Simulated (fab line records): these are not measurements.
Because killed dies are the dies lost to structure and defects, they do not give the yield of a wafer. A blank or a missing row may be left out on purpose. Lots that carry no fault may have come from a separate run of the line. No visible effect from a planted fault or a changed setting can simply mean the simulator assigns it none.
Chamber matching | flow sky130 | SKY_VIA4_ETCH_12 on rie-diel-04: 4 sister chambers
The step etches SiO2 in C4F8/O2/Ar, stops on TiN, target depth 580 nm. 4 wafers are shown with their chamber, then 7 later ones without.

WAFERS WITH THEIR CHAMBER
wafer  | chamber | oes-product-au (a.u.)
L859.5 | 0       | 0.922
L862.4 | 3       | 0.925
L863.2 | 2       | 0.919
L863.4 | 1       | 0.927

WAFERS WHOSE CHAMBER IS MISSING
wafer  | oes-product-au (a.u.)
L863.5 | 0.922
L871.1 | 0.934
L871.2 | 0.923
L871.5 | 0.927
L877.1 | 0.927
L877.3 | 0.925
L877.5 | 0.926

THE CHAMBER EACH PASSED THROUGH
wafer  | from the rows above               | in truth
L863.5 | can't be placed: 0 or 2 or 3 or 1 | 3
L871.1 | can't be placed: 1 or 3 or 0      | 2
L871.2 | can't be placed: 0 or 3 or 1 or 2 | 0
L871.5 | can't be placed: 1 or 3 or 0      | 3
L877.1 | can't be placed: 1 or 3 or 0      | 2
L877.3 | can't be placed: 3 or 1 or 0      | 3
L877.5 | can't be placed: 1 or 3 or 0      | 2
Placed correctly: 0 of 7. From these rows, 7 cannot be placed; in 4 the true chamber is one of the candidates. 0 placed wrongly.
How it was worked out, from the rows above alone: a wafer's distance from a chamber is the root of the sum, over the readings, of the square of ((its reading less the chamber's mean) divided by the reading's scatter). If the next closest chamber is less than 2 further off than the closest, the wafer can't be placed; otherwise it belongs to the closest. The mean given for a chamber averages the wafers shown for that chamber. The scatter (one wafer shown for each chamber): square how far every hidden wafer sits from the nearest shown wafer, average those squares and take the square root.
